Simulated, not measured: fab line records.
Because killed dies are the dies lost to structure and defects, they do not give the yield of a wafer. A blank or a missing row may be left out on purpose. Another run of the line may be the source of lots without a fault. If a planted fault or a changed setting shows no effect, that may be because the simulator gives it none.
One fault through the eyes of 2 desks + flow sky130 + numbers are kept per desk, each desk with only its own; the story behind them comes last

AT THE METROLOGY DESK
What the gauges read, lot by lot, whatever tool the lot ran on: means of the sampled wafers that have a number. Marked OUT: a lot whose mean sits more than 4 standard deviations from the usual mean, which makes it out of limits; the brackets give that distance.
Columns: A = VIA1_HDPCVD_THK at SKY_VIA1_THK_MEAS_01, usual 1034 nm; B = VIA3_HDPCVD_THK at SKY_VIA3_THK_MEAS_01, usual 1639 nm
| lot  | first seen here | A    | B               |
|------|-----------------|------|-----------------|
| L317 | day 32 11:22    | 1035 | 1648            |
| L319 | day 34 03:40    | 1052 | 1628            |
| L322 | day 34 19:33    | 1031 | 1641            |
| L325 | day 35 14:30    | 1053 | 1484 (-9.1) OUT |
| L330 | day 36 22:10    | 1037 | 1657            |
| L334 | day 37 06:25    | 1026 | 1642            |
| L335 | day 38 02:43    | 1030 | 1631            |
| L336 | day 38 18:14    | 1044 | 1663            |
| L337 | day 39 05:43    | 1036 | 1621            |
| L339 | day 39 08:41    | 1053 | 1624            |
| L340 | day 39 09:30    | 1033 | 1638            |
This desk's finding: out of limits on L325; first on L325, day 41 00:34 (VIA3_HDPCVD_THK at SKY_VIA3_THK_MEAS_01). L317, L319, L322, L330, L334, L335, L336, L337, L339, L340 stayed within limits.

DESK OF THE TOOL OWNER: hdpcvd-02
The tool's own readings at SKY_VIA3_HDPCVD_00 (deposits SiO2, target thk 1635 nm, time 272.5 s): means of the sampled wafers that have a number, for each lot that ran on this tool. Marked OUT: a lot whose mean sits more than 4 standard deviations from the usual mean, which makes it out of limits; the brackets give that distance.
Columns: A = run length s at SKY_VIA3_HDPCVD_00, usual 300.3 s
| lot  | first seen here | A               |
|------|-----------------|-----------------|
| L317 | day 38 04:53    | 300.5           |
| L325 | day 41 00:23    | 278.7 (-35) OUT |
| L337 | day 44 10:01    | 300.2           |
| L339 | day 44 12:47    | 300.1           |
This desk finds L325 out of limits, L325 being first, at day 41 00:23 (run length s at SKY_VIA3_HDPCVD_00). L317, L337, L339 stayed within limits.

BROUGHT TOGETHER
On L325, at day 41 00:23, an alarm was possible from the tool owner's desk.
L325 would have let the metrology desk raise an alarm at day 41 00:34.
SKY_VIA3_HDPCVD_00 was run on hdpcvd-02 by each of the lots named.

WHAT THE SIMULATOR PUT IN
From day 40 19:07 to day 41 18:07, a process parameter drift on hdpcvd-02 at SKY_VIA3_HDPCVD_00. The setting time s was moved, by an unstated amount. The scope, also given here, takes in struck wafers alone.
Lots struck among those shown: L325.
Hours from the fault's start to each desk's first reading out of limits: the tool owner's desk, 5; the metrology desk, 5.
